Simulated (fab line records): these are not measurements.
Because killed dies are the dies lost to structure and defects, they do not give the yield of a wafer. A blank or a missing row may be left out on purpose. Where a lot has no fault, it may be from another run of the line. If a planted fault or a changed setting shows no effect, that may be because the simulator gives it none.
Which tool was responsible?	flow gf180mcu	33 wafers from 11 lots sampled at 5 of the route's 602 steps

== WHAT THE GAUGES SHOWED, per wafer ==
GF_STI_THK_MEAS_04. Usual: STI_CVD_03_THK typically reads 208.2 nm, with standard deviation 2.1.
lot	measured	on	STI_CVD_03_THK (nm)	flag
L841	day 1 23:31	film_metro-01	209.8 209.4 209.6	
L842	day 2 04:00	film_metro-02	209.6 209.1 209.0	
L843	day 2 08:34	film_metro-02	209.2 210.3 211.0	
L844	day 2 11:05	film_metro-03	205.4 205.8 204.8	
L847	day 3 01:37	film_metro-02	219.8 219.1 218.9 220.1 219.3 218.9	OFF
L848	day 3 07:01	film_metro-01	219.3 218.6 219.2 219.1 219.0 219.1	OFF
L856	day 4 21:35	film_metro-01	210.4 210.7 212.7	
L857	day 5 03:54	film_metro-03	208.3 209.4 209.3	
L858	day 5 08:07	film_metro-01	211.3 208.9 210.4	
L862	day 6 04:23	film_metro-02	207.8 207.0 207.3	
L863	day 6 08:35	film_metro-01	207.9 207.6 207.1	

GF_MVPSD_OVL_MEAS_07. Usual: MVPSD_OVL typically reads -0.7 nm, with standard deviation 1.3.
lot	measured	on	MVPSD_OVL (nm)	flag
L841	day 5 12:01	overlay-02	2.1 2.1 1.6	
L842	day 5 19:01	overlay-01	-2.7 -1.8 -3.7	
L843	day 5 22:34	overlay-02	-1.3 -0.8 -1.6	
L844	day 6 00:58	overlay-01	-1.3 -1.3 -0.4	
L847	day 6 22:54	overlay-02	-2.1 -0.2 -1.5	
L848	day 7 03:10	overlay-02	-0.9 -0.4 -0.4	
L856	day 8 22:37	overlay-01	-1.4 -1.7 -2.2	
L857	day 9 06:31	overlay-02	-1.2 -0.6 -2.5	
L858	day 9 13:36	overlay-02	0.1 0.8 0.5	
L862	day 10 12:40	overlay-01	0.6 -2.0 -1.9	
L863	day 10 19:01	overlay-01	0.8 1.2 0.5	

GF_VT_IMPLANT_TW_MEAS_43. Usual: VT_IMPLANT_4_TW typically reads 690, with standard deviation 11.
lot	measured	on	VT_IMPLANT_4_TW	flag
L841	day 8 01:29	film_metro-02	680 677 675	
L842	day 8 10:17	film_metro-04	695 696 698	
L843	day 8 13:29	film_metro-04	701 693 698	
L844	day 8 17:41	film_metro-02	678 673 680	
L847	day 9 17:17	film_metro-04	700 702 705	
L848	day 9 21:35	film_metro-04	706 709 707	
L856	day 11 23:13	film_metro-04	702 695 698	
L857	day 12 07:14	film_metro-01	684 683 683	
L858	day 12 15:56	film_metro-01	686 686 687	
L862	day 13 17:15	film_metro-04	703 704 699	
L863	day 14 02:19	film_metro-04	698 701 704	

== WHAT TOOL EACH LOT RAN ON (gives the tool, then ch and the chambers of the sampled wafers, and finally the start) ==
lot	GF_STI_CVD_03	GF_STI_ETCH_13
L841	lpcvd-02 ch 0, day 1 20:32	rie_diel-03 ch 0,2,3, day 2 10:44
L842	lpcvd-01 ch 1, day 2 02:01	rie_diel-02 ch 0,1,3, day 2 16:11
L843	lpcvd-02 ch 0, day 2 06:34	rie_diel-02 ch 0,1,2, day 2 21:07
L844	lpcvd-01 ch 1, day 2 09:05	rie_diel-03 ch 0,1,3, day 2 23:11
L847	lpcvd-02 ch 0, day 2 23:38	rie_diel-03 ch 1,2, day 3 15:17
L848	lpcvd-02 ch 1, day 3 04:02	rie_diel-02 ch 1,2,3, day 3 20:17
L856	lpcvd-01 ch 0, day 4 19:34	rie_diel-01 ch 1,2, day 5 11:58
L857	lpcvd-01 ch 1, day 5 01:55	rie_diel-03 ch 0,2,3, day 5 18:19
L858	lpcvd-01 ch 0, day 5 06:07	rie_diel-03 ch 0,1,2, day 5 22:49
L862	lpcvd-01 ch 1, day 6 02:24	rie_diel-03 ch 0,1,2, day 6 19:35
L863	lpcvd-02 ch 1, day 6 06:34	rie_diel-03 ch 0,1,2, day 6 23:37
- GF_STI_CVD_03: deposits Si3N4 from DCS/NH3, target thk 207.16 nm, time 3551 s.
- GF_STI_ETCH_13: etches the open film in CHF3/O2, stops on Si, target depth 282.31 nm, time 112.9 s.

== WHAT THE TOOLS THEMSELVES READ (means of the sampled wafers that have a number; where no wafer has one, the mark that the record gives instead) ==
GF_STI_CVD_03. Usual: pressure_mtorr 250.0 mTorr, standard deviation 0.51; spike_tc_lower_C 769.7 C, standard deviation 1; spike_tc_upper_C 770.4 C, standard deviation 1.5; zone_power_lower_pct 13.6 %, standard deviation 0.74; zone_power_upper_pct 13.11 %, standard deviation 0.2.
lot	tool	pressure_mtorr (mTorr)	spike_tc_lower_C (C)	spike_tc_upper_C (C)	zone_power_lower_pct (%)	zone_power_upper_pct (%)	flag
L841	lpcvd-02	249.7	768.7	768.3	14.4	13.16	
L842	lpcvd-01	249.7	769.2	770.7	13.0	13.30	
L843	lpcvd-02	249.6	769.3	770.0	14.3	13.14	
L844	lpcvd-01	249.7	769.5	771.0	12.8	13.38	
L847	lpcvd-02	299.8	769.9	769.3	14.4	13.14	OFF
L848	lpcvd-02	300.4	770.6	771.7	14.5	13.01	OFF
L856	lpcvd-01	250.5	770.8	767.9	13.1	12.86	
L857	lpcvd-01	249.7	767.9	772.2	12.8	13.23	
L858	lpcvd-01	250.3	769.5	768.9	13.3	12.83	
L862	lpcvd-01	250.3	769.2	770.3	13.0	13.33	
L863	lpcvd-02	250.4	770.8	772.6	14.5	13.10	

GF_STI_ETCH_13. Usual: drypump_motor_current_A 5.8 A, standard deviation 0.36; oes_product_au 0.835 a.u., standard deviation 0.0062; throttle_valve_pct 8.811 %, standard deviation 0.0091.
lot	tool	drypump_motor_current_A (A)	oes_product_au (a.u.)	throttle_valve_pct (%)	flag
L841	rie_diel-03	5.9	0.839	8.809	
L842	rie_diel-02	5.8	0.837	8.809	
L843	rie_diel-02	5.6	0.841	8.817	
L844	rie_diel-03	5.7	0.828	8.818	
L847	rie_diel-03	5.8	0.862	8.814	OFF
L848	rie_diel-02	5.7	0.862	8.814	OFF
L856	rie_diel-01	5.8	0.840	8.813	
L857	rie_diel-03	5.8	0.835	8.812	
L858	rie_diel-03	5.8	0.839	8.807	
L862	rie_diel-03	5.8	0.834	8.810	
L863	rie_diel-03	5.7	0.831	8.809	

== THE ANSWER, worked out from the rows above alone ==
Rule: take the mean of a lot's wafers that have a number; if it is more than 3 standard deviations from the usual mean, the lot is off. A lot without any number at a reading at which 4 lots or more have one is off too. The other lots that the step has rows for count as sound. After the gauges, taken in route order, come the tools' own readings; for these a lot's mean is taken, as printed above. At the first step where some lot is off, the reading lying furthest off is the one used; lots without a number count as furthest.
Off: L847, L848, at GF_STI_THK_MEAS_04 (STI_CVD_03_THK).
A tool fits if, at a process step before that reading, it ran every lot that is off, and no sound lot after the first of them. The gauges at GF_STI_THK_MEAS_04 aren't tried: what is off there is off at GF_STI_CVD_03 too, on other tools, and a gauge's error can't cause that. No candidate that was tried fits.

== WHAT THE SIMULATOR HAD PUT IN ==
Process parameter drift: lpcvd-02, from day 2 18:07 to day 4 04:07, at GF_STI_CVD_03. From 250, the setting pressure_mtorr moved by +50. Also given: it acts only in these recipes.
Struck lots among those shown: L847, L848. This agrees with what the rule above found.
